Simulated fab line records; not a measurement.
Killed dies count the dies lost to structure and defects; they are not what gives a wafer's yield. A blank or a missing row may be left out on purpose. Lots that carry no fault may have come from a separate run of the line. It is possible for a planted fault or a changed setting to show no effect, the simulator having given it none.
Chamber matching ; flow sky130 ; 4 sister chambers for SKY_VIA1_ETCH_15 on rie diel-01
The step etches SiO2 in C4F8/O2/Ar, stops on TiN, target depth 351 nm, time 54 s. 4 wafers are shown with their chamber, then 10 later ones without.

WAFERS PAIRED WITH THEIR CHAMBERS
wafer;chamber;oes product au (a.u.)
L088.1;0;0.984
L088.3;1;0.982
L089.1;2;0.978
L089.3;3;0.978

WAFERS WITH NO CHAMBER GIVEN
wafer;oes product au (a.u.)
L089.6;0.979
L092.3;0.971
L092.4;0.981
L092.6;0.983
L094.4;0.988
L094.5;0.977
L094.6;0.988
L096.2;0.979
L096.3;0.978
L096.6;0.986

THE CHAMBER EACH PASSED THROUGH
wafer;from the rows above;in truth
L089.6;can't be placed: 2 or 3 or 1 or 0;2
L092.3;can't be placed: 2 or 3 or 1 or 0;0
L092.4;can't be placed: 1 or 0 or 2 or 3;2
L092.6;can't be placed: 0 or 1 or 2 or 3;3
L094.4;can't be placed: 0 or 1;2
L094.5;can't be placed: 2 or 3 or 1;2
L094.6;can't be placed: 0 or 1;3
L096.2;can't be placed: 2 or 3 or 1 or 0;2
L096.3;can't be placed: 2 or 3 or 1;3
L096.6;can't be placed: 0 or 1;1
Placed correctly: 0 of 10. From these rows, 10 cannot be placed; in 8 the true chamber is one of the candidates. Wrongly placed: 0.
How it was worked out, from the rows above alone: a wafer's distance from a chamber is the root of the sum, over the readings, of the square of ((its reading less the chamber's mean) divided by the reading's scatter). If the next closest chamber is less than 2 further off than the closest, the wafer can't be placed; otherwise it belongs to the closest. For every chamber, the mean is computed from those of its wafers that are shown. The scatter: root of mean squared gap, hidden wafer to nearest shown wafer, with one shown wafer a chamber.
